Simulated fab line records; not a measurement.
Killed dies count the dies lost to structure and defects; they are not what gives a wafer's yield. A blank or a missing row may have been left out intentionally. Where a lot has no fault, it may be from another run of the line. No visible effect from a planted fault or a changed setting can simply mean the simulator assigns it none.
Code-filled problem report in 8D (eight disciplines) form ; flow sky130 ; the parts of the form that need people (team, actions taken, sign-off) are left out

## 1. THE ISSUE
Mean VIA1_HDPCVD_THK at SKY_VIA1_THK_MEAS_01: 827 nm over 6 wafers in 2 lots; fault-free wafers: 1029 nm, standard deviation 12. Measured from the usual mean, that is -17 standard deviations.
Earliest sighting: wafer L936.1 on film-metro-01 at day 37 17:59. The record holds 36 wafers of 12 lots with a number at this step. By rule, "out" or "out of limits" means more than 4 standard deviations away from the usual mean. All remaining wafers that have a number are taken as sound.

## 2. WHAT IT IS; WHAT IT IS NOT
question;is;is not
which readings at this step;VIA1_HDPCVD_THK;-
which lots;L936, L938;L921, L922, L923, L924, L926, L927, L928, L929, L934, L941
which wafers of those lots;all that have a number;-
read on which gauges;film-metro-01, film-metro-02;film-metro-03
when;from day 37 17:59;"up to then (27 sound wafers); but 3 sound wafers of L941 came after"

## 3. SUSPECTS, AND WHAT RULES EACH OUT
Counting: any tool at a process step up to the reading is kept as a suspect provided that every lot that is out went through it and no sound lot did after the first of them.
- the gauge at SKY_VIA1_THK_MEAS_01: ruled out. The wafers that are out were read on 2 gauges (film-metro-01, film-metro-02).
- hdpcvd-02 at SKY_VIA1_HDPCVD_00 (deposits SiO2, target thk 1030 nm, time 171.7 s): kept. It ran every lot that is out, first L936 (day 37 17:52), and no sound lot after that; its last sound lot up to then is L927 (day 35 07:50). Its own readings are out on those wafers: sih4-flow-sccm.
After counting, what remains is hdpcvd-02 at SKY_VIA1_HDPCVD_00.

## 4. THE CAUSE (what the simulator had put in)
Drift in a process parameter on hdpcvd-02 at SKY_VIA1_HDPCVD_00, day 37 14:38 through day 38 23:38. A move of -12 in setting sih4-flow-sccm, from 60. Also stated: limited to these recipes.
Only this tool survived the counting.

## 5. THE EFFECT CHAIN, in route order
Each row: a reading whose mean over the struck wafers that have a number lies more than 3 standard deviations from the usual. Only readings for which the record gives a usual standard deviation are gone through. hours: the time from each lot's start at the first step in this table that gives one to its start at this step, as a median over the lots. sigmas: the change in usual standard deviations.
hours;step;reading;usual;on struck wafers;change;sigmas
0;SKY_VIA1_HDPCVD_00;sih4-flow-sccm;59.97 sccm;47.92;-12.05;-60
0;SKY_VIA1_THK_MEAS_01;VIA1_HDPCVD_THK;1029 nm;827;-202;-17
It contains these process steps:
- SKY_VIA1_HDPCVD_00: deposits SiO2, target thk 1030 nm, time 171.7 s.
At these later measuring or inspecting steps, every struck wafer for which the step has a row has a number for every such reading, and none has moved that far: SKY_VIA1_BOW_MEAS_03.

## 6. WHAT WOULD HAVE CAUGHT IT SOONER
Counted from the fault's start at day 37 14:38, it took 3 hours until the first out-of-limits reading at a measuring or inspecting step in this record, taken at day 37 17:59.
The tool's own readings at SKY_VIA1_HDPCVD_00 were out on every struck wafer that the step has a row for (sih4-flow-sccm): an alarm limit on them would have fired on the first of those.
Lots out: 2; of these, L938 started SKY_VIA1_HDPCVD_00 on hdpcvd-02 after day 37 17:59. Had the tool been put on hold then, it would have been spared.
